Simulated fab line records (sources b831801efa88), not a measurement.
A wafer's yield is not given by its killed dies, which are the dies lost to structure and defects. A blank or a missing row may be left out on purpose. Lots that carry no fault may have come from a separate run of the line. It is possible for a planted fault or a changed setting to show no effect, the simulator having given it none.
Chamber matching	flow gf180mcu	GF_V5_CVD_02 on pecvd-04 has 3 sister chambers
The step deposits SiO2 from TEOS, target thk 1450 nm, time 163.28 s. 3 wafers are shown with their chamber, then 7 later ones without.

## EACH WAFER AND ITS CHAMBER
wafer	chamber	heater_power_w (W)
L084.4	1	701
L084.5	2	527
L085.5	0	595

## WAFERS WITHOUT THEIR CHAMBER
wafer	heater_power_w (W)
L085.6	704
L086.1	565
L086.2	667
L086.3	500
L086.4	570
L086.5	462
L086.6	547

## WHICH CHAMBER EACH WENT THROUGH
wafer	from the rows above	in truth
L085.6	1	1
L086.1	can't be placed: 0 or 2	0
L086.2	can't be placed: 1 or 0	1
L086.3	2	2
L086.4	can't be placed: 0 or 2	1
L086.5	2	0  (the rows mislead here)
L086.6	can't be placed: 2 or 0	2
Correctly placed: 2 of 7. Not placeable from these rows: 4 (in 3, the candidates include the true chamber). Number placed wrongly: 1.
How it was worked out, from the rows above alone: a wafer's distance from a chamber is the root of the sum, over the readings, of the square of ((its reading less the chamber's mean) divided by the reading's scatter). The wafer belongs to the nearest chamber; if the next one is less than 2 further off, it can't be placed. The mean given for a chamber averages the wafers shown for that chamber. The scatter: root of mean squared gap, hidden wafer to nearest shown wafer, with one shown wafer a chamber.
